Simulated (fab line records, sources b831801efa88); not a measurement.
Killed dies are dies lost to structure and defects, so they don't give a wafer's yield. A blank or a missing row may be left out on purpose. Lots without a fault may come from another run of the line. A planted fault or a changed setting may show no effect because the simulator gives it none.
A struck lot beside a sound one | flow sky130 | 15 steps out of a route of 708
Sound: wafers L456.1, L456.2, L456.3. Struck: wafers L447.1, L447.3, L447.6. The cause comes at the end.
At each step with rows: each side's tool, then ch and its chambers, then its first start. Under that, the readings that differ: sound wafers | struck wafers | difference of the means | sigmas: that difference in standard deviations of wafers without a fault.
alike: readings whose means differ by less than 2 such deviations, and words and numbers that are the same on both sides. not compared: withheld readings, readings that some wafer has no value for, bounds like >300 that may hide the same value, and numbers for which the record gives no deviation and whose values overlap.
The two part at a step that has a row with sigmas, a row that says differs or no value, or rows on one side only. Numbers that don't overlap but have no deviation are shown without sigmas and don't part them. A reading that every wafer of one side lacks parts them only if that side has two wafers or more.

SKY_CAP2M_SPUTTER_02: material TiN, target thk 200 nm, time 166.7 s.
  sound on pvd_sputter-03, day 45 10:55; struck on pvd_sputter-03, day 42 18:12
  alike: throttle_valve_pct
SKY_CAP2M_RS_MEAS_03: measures by four-point-probe.
  sound on film_metro-02, day 45 11:02; struck on film_metro-02, day 42 18:19
  alike: CAP2M_TIN_RS
SKY_CAP2M_THK_MEAS_04: measures by xrf.
  sound on film_metro-02, day 45 11:09; struck on film_metro-02, day 42 18:26
  alike: CAP2M_TIN_THK
then, 7 steps without rows for these wafers: SKY_CAP2M_DEHYDRATE_05 (time 60 s); SKY_CAP2M_HMDS_06 (prime time 60 s); SKY_CAP2M_COAT_07 (resist thk 1140 nm); SKY_CAP2M_SOFTBAKE_08 (time 60 s); SKY_CAP2M_EXPOSE_09 (exposes mask CAP2M, target cd 1000 nm); SKY_CAP2M_PEB_10; SKY_CAP2M_DEVELOP_11 (develop time 60 s).
SKY_CAP2M_OVL_MEAS_12:
  sound on overlay-01, day 46 07:34; struck on overlay-02, day 43 17:28
  alike: CAP2M_OVL
SKY_CAP2M_METAL_ETCH_13: etches TiN in Cl2/BCl3, stops on SiO2, target depth 220 nm, time 62.9 s.
  sound on rie_metal-01 ch 0,1, day 46 07:36; struck on rie_metal-02 ch 0,1, day 43 17:30
  alike: drypump_motor_current_A, oes_product_au, throttle_valve_pct
  not compared: rf_hours_counter_h
SKY_CAP2M_STRIP_14: strips in O2/N2.
  sound on plasma_asher-01 ch 0,1, day 46 07:41; struck on plasma_asher-01 ch 0,1, day 43 17:35
  no value came back on the struck wafers for chamber_pressure_mTorr (mTorr), drypump_motor_current_A (A), oes_product_au (a.u.), strip_time_to_endpoint_s (s); on the sound wafers chamber_pressure_mTorr (mTorr) reads 1500.1 1499.1 1499.7
  reading                                    | sound | struck          | difference | sigmas
  model.NOVOLAK_of_CAP2M_COAT_07.thk_nm (nm) | 0 0 0 | 991.6 990 989.3 | +990.3     |
  not compared: rf_hours_counter_h
then, 1 step without rows for these wafers: SKY_CAP2M_STRIP_15 (strips in post etch residue remover, time 1200 s).
-- the record jumps here: 5 days lie between the struck wafers' starts before and after (it left off in module CAP2M and takes up again in module PAD_OPEN, whose first step shown is number 708 of the route) --
SKY_PAD_OPEN_PROBE_99:
  sound on prober-02, day 50 07:51; struck on prober-01, day 48 08:34
  reading                  | sound          | struck                                                               | difference                   | sigmas
  hold                     | - - -          | await_dispo/3.3h/scrap await_dispo/3.3h/scrap await_dispo/3.3h/scrap | no value on the sound wafers |
  defect_limited_yield (%) | 80.9 79.9 82.3 | 0.2 0 0                                                              | -81.0                        | -45
  killed_at_M0_to_M3       | 60 51 40       | 10 8 11                                                              | -41                          | -6
  killed_at_contacts       | 20 28 26       | 6 3 9                                                                | -19                          | -4
  killed_at_front_end      | 10 16 15       | 2 3 2                                                                | -11                          | -3
  killed_at_other          | 0 0 0          | 471 476 470                                                          | +472                         | +99 or more
  killed_dies              | 94 99 87       | 491 492 492                                                          | +398                         | +46
  killed_on_rim            | 13 16 19       | 95 96 96                                                             | +80                          | +22
  killed_open              | 54 56 49       | 11 9 13                                                              | -42                          | -6
  killed_short             | 40 43 37       | 9 7 9                                                                | -32                          | -5
  sort_bin_3_pad_short (%) | 0.2 1.2 1.0    | 25.6 26.8 22.6                                                       | +24.2                        | +59
  sort_bin_5_function (%)  | 11.0 11.6 10.0 | 71.1 70.9 73.8                                                       | +61.1                        | +41
  sort_bin_6_memory (%)    | 7.9 7.3 6.7    | 3.0 2.2 3.7                                                          | -4.3                         | -4
  sort_n_pass              | 398 393 405    | 1 0 0                                                                | -398                         | -46
  sort_yield_pct (%)       | 80.9 79.9 82.3 | 0.2 0 0                                                              | -81.0                        | -45
  alike: killed_at_M4_up

WHERE THEY PART
First at SKY_CAP2M_STRIP_14; last, within this record, at SKY_PAD_OPEN_PROBE_99.

WHY: what the simulator had put in
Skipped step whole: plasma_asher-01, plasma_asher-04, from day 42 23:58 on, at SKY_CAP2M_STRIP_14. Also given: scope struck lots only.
